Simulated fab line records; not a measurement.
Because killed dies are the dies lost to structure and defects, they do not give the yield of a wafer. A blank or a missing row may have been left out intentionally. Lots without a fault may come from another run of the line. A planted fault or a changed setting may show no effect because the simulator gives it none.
Struck lot and sound lot, side by side / flow sky130 / 15 out of 708 route steps
Sound: the wafers L257.2, L257.5, L257.6. Struck: wafers L245.3, L245.4, L245.6. At the end, the cause is stated.
Order at every step that has rows: each side's tool, ch and its chambers, its first start. Under that, the readings that differ: sound wafers / struck wafers / difference of the means / sigmas: that difference in standard deviations of wafers without a fault.
alike: words and numbers the same on both sides, and readings whose means are apart by under 2 such deviations; not compared: readings that were withheld, readings missing a value for some wafer, numbers with overlapping values and no deviation given by the record, and bounds like >300 which may hide the same value.
Wherever a step has rows on one side only, a row that says differs or no value, or a row with sigmas, the two part there. Non-overlapping numbers with no deviation appear without sigmas and do not part them. A reading missing from all wafers of one side parts the sides only when that side holds two or more wafers.

SKY_VIA2_STRIP_16: strips in O2/N2.
  sound on plasma-asher-04 ch 0,1, day 42 03:40; struck on plasma-asher-04 ch 0,1, day 38 14:01
  alike: drypump-motor-current-A, oes-product-au, strip-time-to-endpoint-s
  not compared: rf-hours-counter-h
then, 5 steps without rows for these wafers: SKY_VIA2_STRIP_17 (strips in post etch residue remover, time 1200 s); SKY_VIA2_CLEAN_18 (cleans in IPA, time 180 s); SKY_VIA2_CLEAN_19 (cleans in O3/DIW); SKY_VIA2_SPUTTER_20 (material TiN, target thk 20 nm, time 80 s); SKY_VIA2_CVD_21 (deposits W, target thk 420 nm, time 126.4 s).
SKY_VIA2_RS_MEAS_22: a four-point-probe measurement.
  sound: film-metro-01 at day 42 04:29; struck: film-metro-04 at day 38 14:50
  alike: VIA2_W_RS
SKY_VIA2_THK_MEAS_23: measures by xrf.
  sound: film-metro-01 at day 42 04:35; struck: film-metro-04 at day 38 14:56
  alike: VIA2_W_THK
SKY_VIA2_CMP_24: polishes, stops on SiO2, t overpolish 20 s, target thk 0 nm.
  sound on cmp-01 ch 2,3, day 42 04:38; struck on cmp-01 ch 1,2, day 38 14:59
  alike: motor-current-A, overpolish-run-s, time-to-endpoint-s
SKY_METAL3_SPUTTER_00: material Ti, target thk 15 nm, time 10 s.
  sound: pvd-sputter-02 at day 42 04:56; struck: pvd-sputter-02 at day 38 15:17
  alike: chamber-pressure-pa, throttle-valve-pct
SKY_METAL3_SPUTTER_01: material TiN, target thk 20 nm, time 16.7 s.
  sound: pvd-sputter-02 at day 42 04:58; struck: pvd-sputter-02 at day 38 15:18
  alike: chamber-pressure-pa, throttle-valve-pct
then, 1 step without rows for these wafers: SKY_METAL3_SPUTTER_02 (material AlCu, target thk 735 nm, time 39.1 s).
SKY_METAL3_SPUTTER_03: material Ti, target thk 5 nm, time 3.3 s.
  sound: pvd-sputter-02 at day 42 05:01; struck: pvd-sputter-02 at day 38 15:22
reading=chamber-pressure-pa (Pa); sound=0.4004 0.4011 0.4000; struck=0.4836 0.4838 0.4841; difference=+0.0833; sigmas=+99 or more
reading=throttle-valve-pct (%); sound=31.0 31.1 29.9; struck=27.6 28.0 28.1; difference=-2.8; sigmas=-3
SKY_METAL3_SPUTTER_04: material TiN, target thk 70 nm, time 58.3 s.
  sound: pvd-sputter-02 at day 42 05:02; struck: pvd-sputter-02 at day 38 15:23
  alike: chamber-pressure-pa, throttle-valve-pct
-- the record jumps here: 9 days lie between the struck wafers' starts before and after (it left off in module METAL3 and takes up again in module PAD_OPEN, whose first step shown is number 708 of the route) --
SKY_PAD_OPEN_PROBE_99:
  sound: prober-02 at day 50 05:55; struck: prober-02 at day 47 13:38
  alike: defect-limited-yield, killed_at_M0_to_M3, killed_at_M4_up, killed-at-contacts, killed-at-front-end, killed-at-other, killed-dies, killed-open, killed-short, sort_bin_3_pad_short, sort_bin_5_function, sort_bin_6_memory, sort-n-pass, sort-yield-pct

== WHERE THEY PART ==
SKY_METAL3_SPUTTER_03 only, going by this record. Later steps at which nothing parts them and some readings are alike: SKY_METAL3_SPUTTER_04, SKY_PAD_OPEN_PROBE_99.

WHY: the cause the simulator had injected
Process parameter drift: pvd-sputter-02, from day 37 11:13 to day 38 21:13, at SKY_METAL3_SPUTTER_03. Setting chamber-pressure-pa, moved by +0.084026, from 0.4. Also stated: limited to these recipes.
